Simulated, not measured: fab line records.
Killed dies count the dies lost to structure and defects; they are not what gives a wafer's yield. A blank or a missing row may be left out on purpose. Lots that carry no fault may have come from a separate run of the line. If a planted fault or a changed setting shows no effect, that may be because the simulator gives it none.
Chamber matching | flow sfqLine | 4 sister chambers for SFQ_TRILAYER_I0_CMP_CMP_028 on cmp-02
The step polishes SiO2. 8 wafers are shown with their chamber, then 8 later ones without.

WAFERS WITH THEIR CHAMBER
wafer  | chamber | motorCurrentA (A) | timeToEndpointS (s)
L417.6 | 2       | 9.6               | 229
L423.4 | 1       | 10.6              | 219
L424.3 | 0       | 8.8               | 221
L424.6 | 1       | 11.1              | 225
L425.2 | 3       | 13.0              | 213
L425.3 | 2       | 9.9               | 205
L425.4 | 0       | 9.1               | 223
L426.3 | 3       | 13.2              | 213

WAFERS WITHOUT THEIR CHAMBER
wafer  | motorCurrentA (A) | timeToEndpointS (s)
L426.5 | 10.3              | 227
L426.6 | 10.0              | 221
L427.3 | 9.7               | 208
L427.4 | 12.0              | 223
L427.5 | 10.7              | 224
L433.1 | 10.0              | 214
L433.4 | 10.3              | 219
L433.6 | 10.7              | 217

THE CHAMBER EACH PASSED THROUGH
wafer  | from the rows above     | in truth
L426.5 | can't be placed: 1 or 2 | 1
L426.6 | 2                       | 2
L427.3 | 2                       | 2
L427.4 | can't be placed: 3 or 1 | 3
L427.5 | 1                       | 1
L433.1 | 2                       | 2
L433.4 | can't be placed: 2 or 1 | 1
L433.6 | 1                       | 1
Correct placement for 5 of the 8. From these rows, 3 cannot be placed; in 3 the true chamber is one of the candidates. Placed wrongly: 0.
How it was worked out, from the rows above alone: a wafer's distance from a chamber is the root of the sum, over the readings, of the square of ((its reading less the chamber's mean) divided by the reading's scatter). If the next closest chamber is less than 2 further off than the closest, the wafer can't be placed; otherwise it belongs to the closest. Each chamber's mean is taken over the wafers shown for it. How the scatter is found: for the shown wafers, subtract from each reading the mean of its chamber, square and add these, divide the total by (wafers less chambers), then take the root.
